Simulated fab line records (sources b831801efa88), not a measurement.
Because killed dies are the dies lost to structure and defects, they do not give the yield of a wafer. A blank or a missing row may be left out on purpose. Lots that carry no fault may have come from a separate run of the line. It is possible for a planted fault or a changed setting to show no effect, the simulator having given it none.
One fault seen from 2 desks ; flow gf180mcu ; each desk has only its own numbers; what lay behind them comes last

== FOR THE TOOL OWNER'S DESK: pvd-sputter-04 ==
The tool's own readings at GF_MIM_SPUTTER_08 (material AlCu, target thk 200 nm, time 10.6 s): means of the sampled wafers that have a number, for each lot that ran on this tool. Any lot whose mean is over 4 standard deviations away from the usual mean is out of limits and marked OUT; that distance is given in the brackets.
Columns: A = throttle-valve-pct at GF_MIM_SPUTTER_08, usual 29.9 %
lot;first seen here;A
L818;day 27 18:13;30.2
L823;day 28 03:57;30.3
L825;day 28 16:33;30.1
L835;day 31 16:31;30.8
This desk's finding: nothing out of limits on any of the 4 lots.

== THE METROLOGY DESK ==
Means of the sampled wafers that have a number, per lot and without regard to the tool the lot ran on: this is what the gauges read. Any lot whose mean is over 4 standard deviations away from the usual mean is out of limits and marked OUT; that distance is given in the brackets.
Columns: A = MIM_ALCU_RS at GF_MIM_RS_MEAS_10, usual 0.1596 ohm/sq; B = MIM_ALCU_THK at GF_MIM_THK_MEAS_11, usual 198.9 nm
lot;first seen here;A;B
L813;day 23 21:55;0.1584;200.7
L818;day 27 18:18;0.1584;199.4
L821;day 28 01:37;0.1592;199.3
L823;day 28 04:01;0.1653;193.3
L824;day 28 05:05;0.1603;199.7
L825;day 28 16:36;0.1616;195.2
L826;day 29 09:25;0.1585;200.1
L829;day 30 01:37;0.1603;198.3
L830;day 30 11:17;0.1613;196.4
L835;day 31 16:35;0.1577;201.2
This desk's finding: nothing out of limits on any of the 10 lots.

== ALL TOGETHER ==
Nothing out of limits was seen by the tool owner's desk.
At the metrology desk, nothing out of limits was observed.

== WHAT THE SIMULATOR PUT IN ==
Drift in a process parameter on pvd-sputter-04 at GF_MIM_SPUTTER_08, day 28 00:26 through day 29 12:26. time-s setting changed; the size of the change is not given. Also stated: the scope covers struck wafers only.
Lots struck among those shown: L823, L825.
